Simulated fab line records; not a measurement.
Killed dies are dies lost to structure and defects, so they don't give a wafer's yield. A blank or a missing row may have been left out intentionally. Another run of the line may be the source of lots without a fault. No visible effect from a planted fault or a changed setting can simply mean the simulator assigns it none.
2 desks, one fault	flow sky130	only its own numbers are on each desk; what lay behind them is given at the end

== AT THE TOOL OWNER'S DESK: pvdSputter-03 ==
The tool's own readings at SKY_METAL4_SPUTTER_04 (material TiN, target thk 70 nm, time 58.3 s): means of the sampled wafers that have a number, for each lot that ran on this tool. Any lot whose mean is over 4 standard deviations away from the usual mean is out of limits and marked OUT; that distance is given in the brackets.
Columns: A = throttleValvePct at SKY_METAL4_SPUTTER_04, usual 30.0 %
lot	first seen here	A
L332	day 40 17:21	31.0
L340	day 42 23:53	30.7
L342	day 43 18:33	31.0
Finding of this desk: none of the 3 lots has anything out of limits.

== FROM THE METROLOGY DESK ==
Means of the sampled wafers that have a number, per lot and without regard to the tool the lot ran on: this is what the gauges read. Any lot whose mean is over 4 standard deviations away from the usual mean is out of limits and marked OUT; that distance is given in the brackets.
Columns: A = VIA3_BOW at SKY_VIA3_BOW_MEAS_03, usual 81 um; B = cdNm at SKY_METAL4_CD_MEAS_13, usual 300.1 nm
lot	first seen here	A	B
L331	day 39 01:20	77	298.3
L332	day 39 15:04	79	300.0
L333	day 39 18:59	87	300.0
L337	day 41 10:33	88	300.4
L338	day 41 11:00	87	300.6
L340	day 41 22:22	79	298.4
L342	day 42 18:20	90	300.8
L343	day 43 02:56	79	300.3
L349	day 44 04:26	93	299.9
L350	day 44 08:05	76	300.2
L351	day 44 13:55	78	298.4
L352	day 44 18:08	81	300.5
L354	day 45 09:10	85	300.0
Finding of this desk: none of the 13 lots has anything out of limits.

== TAKEN TOGETHER ==
The desk of the tool owner found nothing out of limits.
The metrology desk saw nothing out of limits.

== WHAT THE SIMULATOR HAD PUT IN ==
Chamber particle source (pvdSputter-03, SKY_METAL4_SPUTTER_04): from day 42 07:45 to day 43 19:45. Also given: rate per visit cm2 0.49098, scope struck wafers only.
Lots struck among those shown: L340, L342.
